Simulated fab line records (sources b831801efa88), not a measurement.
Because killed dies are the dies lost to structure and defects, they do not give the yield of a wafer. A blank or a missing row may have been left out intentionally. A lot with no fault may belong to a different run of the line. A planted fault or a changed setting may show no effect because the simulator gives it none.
Comparing a struck lot with a sound one + flow sky130 + 43 steps out of a route of 708
Sound: the wafers L732.1, L732.5, L732.6. Struck: wafer L738.1 (left out: L738.2, L738.6 of the same lot, which were not struck); the cause appears at the end.
Each step with rows lists, per side, the tool, then ch with its chambers, then its first start. Under that, the readings that differ: sound wafers + struck wafers + difference of the means + sigmas: that difference in standard deviations of wafers without a fault.
alike: readings with means less than 2 such deviations apart, plus words and numbers identical on both sides. not compared: withheld readings, readings lacking a value on some wafer, bounds such as >300 that could conceal the same value, and numbers that have no deviation in the record and whose values overlap.
Wherever a step has rows on one side only, a row that says differs or no value, or a row with sigmas, the two part there. When numbers do not overlap yet have no deviation, they are printed without sigmas and do not part them. Lack of a reading on every wafer of one side parts them only where that side has two or more wafers.

first, 2 steps without rows for these wafers: SKY_CONTACT_PEB_12; SKY_CONTACT_DEVELOP_13 (develop time 60 s).
SKY_CONTACT_CD_MEAS_14: target cd 170 nm.
  sound on cd-sem-02, day 32 03:28; struck on cd-sem-02, day 34 05:40
  alike: cd-nm
SKY_CONTACT_OVL_MEAS_15:
  sound on overlay-02, day 32 03:35; struck on overlay-01, day 34 05:47
  alike: CONTACT_OVL
SKY_CONTACT_ETCH_16: etches BARC in N2/H2, stops on SiO2, time 45.9 s, target depth 60 nm.
  sound on rie-diel-04 ch 0,2,3, day 32 03:37; struck on rie-diel-02 ch 0, day 34 05:49
| reading               | sound             | struck | difference | sigmas |
|-----------------------|-------------------|--------|------------|--------|
| oes-product-au (a.u.) | 0.854 0.864 0.851 | 0.847  | -0.009     | -2     |
  alike: bias-w, drypump-motor-current-A, n2-flow-sccm, throttle-valve-pct
  not compared: rf-hours-counter-h
then, 7 steps without rows for these wafers: SKY_CONTACT_ETCH_17 (etches SiO2 in C4F8/O2/Ar, stops on Si3N4, target depth 340 nm); SKY_CONTACT_ETCH_18 (etches Si3N4 in CHF3/O2, stops on TiN, time 39 s, target depth 75 nm); SKY_CONTACT_STRIP_19 (strips in O2/N2); SKY_CONTACT_STRIP_20 (strips in post etch residue remover, time 1200 s); SKY_CONTACT_CLEAN_21 (cleans in IPA, time 180 s); SKY_CONTACT_CLEAN_22 (cleans in O3/DIW); SKY_CONTACT_SPUTTER_23 (material TiN, target thk 20 nm, time 80 s).
SKY_CONTACT_CVD_24: deposits W, target thk 340 nm, time 102.12 s.
  sound on cvd-w-02 ch 0,1, day 32 04:24; struck on cvd-w-02 ch 0, day 34 06:37
  alike: heater-power-w, susceptor-temp-C
  not compared: since-wet-clean-h
SKY_CONTACT_RS_MEAS_25: measurement is done with a four-point probe.
  sound on film-metro-02, day 32 04:31; struck on film-metro-02, day 34 06:43
| reading               | sound             | struck | difference | sigmas |
|-----------------------|-------------------|--------|------------|--------|
| CONTACT_W_RS (ohm/sq) | 0.336 0.336 0.338 | 0.346  | +0.009     | +3     |
SKY_CONTACT_THK_MEAS_26: measures by xrf.
  sound on film-metro-02, day 32 04:38; struck on film-metro-02, day 34 06:50
  alike: CONTACT_W_THK
then, 1 step without rows for these wafers: SKY_CONTACT_CMP_27 (polishes, stops on SiO2, t overpolish 15 s, target thk 0 nm).
SKY_METAL1_SPUTTER_00: material Ti, target thk 15 nm, time 10 s.
  sound on pvd-sputter-04, day 32 04:59; struck on pvd-sputter-04, day 34 07:12
  alike: throttle-valve-pct
then, 2 steps without rows for these wafers: SKY_METAL1_SPUTTER_01 (material TiN, target thk 20 nm, time 16.7 s); SKY_METAL1_SPUTTER_02 (material AlCu, target thk 250 nm, time 13.3 s).
SKY_METAL1_SPUTTER_03: material Ti, target thk 5 nm, time 3.3 s.
  sound on pvd-sputter-04, day 32 05:04; struck on pvd-sputter-04, day 34 07:16
  alike: throttle-valve-pct
SKY_METAL1_SPUTTER_04: material TiN, target thk 70 nm, time 58.3 s.
  sound on pvd-sputter-04, day 32 05:05; struck on pvd-sputter-04, day 34 07:17
  alike: throttle-valve-pct
SKY_METAL1_RS_MEAS_05: measurement is done with a four-point probe.
  sound on film-metro-04, day 32 05:08; struck on film-metro-01, day 34 07:20
  alike: METAL1_ALCU_RS
SKY_METAL1_THK_MEAS_06: measures by xrf.
  sound on film-metro-04, day 32 05:15; struck on film-metro-01, day 34 07:28
  alike: METAL1_ALCU_THK
then, 8 steps without rows for these wafers: SKY_METAL1_DEHYDRATE_07 (time 60 s); SKY_METAL1_HMDS_08 (prime time 60 s); SKY_METAL1_COAT_09 (resist thk 60 nm); SKY_METAL1_COAT_10 (resist thk 450 nm); SKY_METAL1_SOFTBAKE_11 (time 90 s); SKY_METAL1_EXPOSE_12 (exposes mask MM1, target cd 140 nm); SKY_METAL1_PEB_13; SKY_METAL1_DEVELOP_14 (develop time 60 s).
SKY_METAL1_CD_MEAS_15: target cd 140 nm.
  sound on cd-sem-02, day 33 07:49; struck on cd-sem-02, day 35 09:43
  alike: cd-nm
SKY_METAL1_OVL_MEAS_16:
  sound on overlay-01, day 33 07:56; struck on overlay-02, day 35 09:50
  alike: METAL1_OVL
then, 1 step without rows for these wafers: SKY_METAL1_DESCUM_17 (chemistry O2, time 8 s).
SKY_METAL1_ETCH_18: etches BARC in N2/H2, stops on SiO2, time 45.9 s, target depth 60 nm.
  sound on rie-metal-02 ch 0,1, day 33 07:59; struck on rie-metal-02 ch 1, day 35 09:53
  alike: bias-w, drypump-motor-current-A, n2-flow-sccm, oes-product-au, throttle-valve-pct
  not compared: rf-hours-counter-h
then, 6 steps without rows for these wafers: SKY_METAL1_METAL_ETCH_19 (etches the open film in Cl2/BCl3, stops on SiO2, target depth 360 nm, time 78 s); SKY_METAL1_STRIP_20 (strips in O2/N2); SKY_METAL1_STRIP_21 (strips in post etch residue remover, time 1200 s); SKY_METAL1_CLEAN_22 (cleans in IPA, time 180 s); SKY_METAL1_CLEAN_23 (cleans in O3/DIW); SKY_VIA1_HDPCVD_00 (deposits SiO2, target thk 1030 nm, time 171.7 s).
SKY_VIA1_THK_MEAS_01:
  sound on film-metro-01, day 33 08:52; struck on film-metro-01, day 35 10:47
  alike: VIA1_HDPCVD_THK
-- the record jumps here: 12 days lie between the struck wafers' starts before and after (it left off in module VIA1 and takes up again in module PAD_OPEN, whose first step shown is number 708 of the route) --
SKY_PAD_OPEN_PROBE_99:
  sound on prober-01, day 46 05:25; struck on prober-02, day 47 18:57
| reading            | sound     | struck                   | difference                   | sigmas |
|--------------------|-----------|--------------------------|------------------------------|--------|
| hold               | - - -     | await-dispo/4.9h/release | no value on the sound wafers |        |
| killed-at-contacts | 27 34 40  | 80                       | +46                          | +8     |
| killed-at-other    | 3 1 1     | 0                        | -2                           | -3     |
| killed-dies        | 97 96 108 | 129                      | +29                          | +3     |
| killed-short       | 44 35 51  | 23                       | -20                          | -4     |
  alike: killed_at_M0_to_M3, killed_at_M4_up, killed-at-front-end, killed-open

## WHERE THEY PART
At SKY_CONTACT_ETCH_16 first; at SKY_PAD_OPEN_PROBE_99 last (within this record only).

WHY: whatever the simulator had introduced
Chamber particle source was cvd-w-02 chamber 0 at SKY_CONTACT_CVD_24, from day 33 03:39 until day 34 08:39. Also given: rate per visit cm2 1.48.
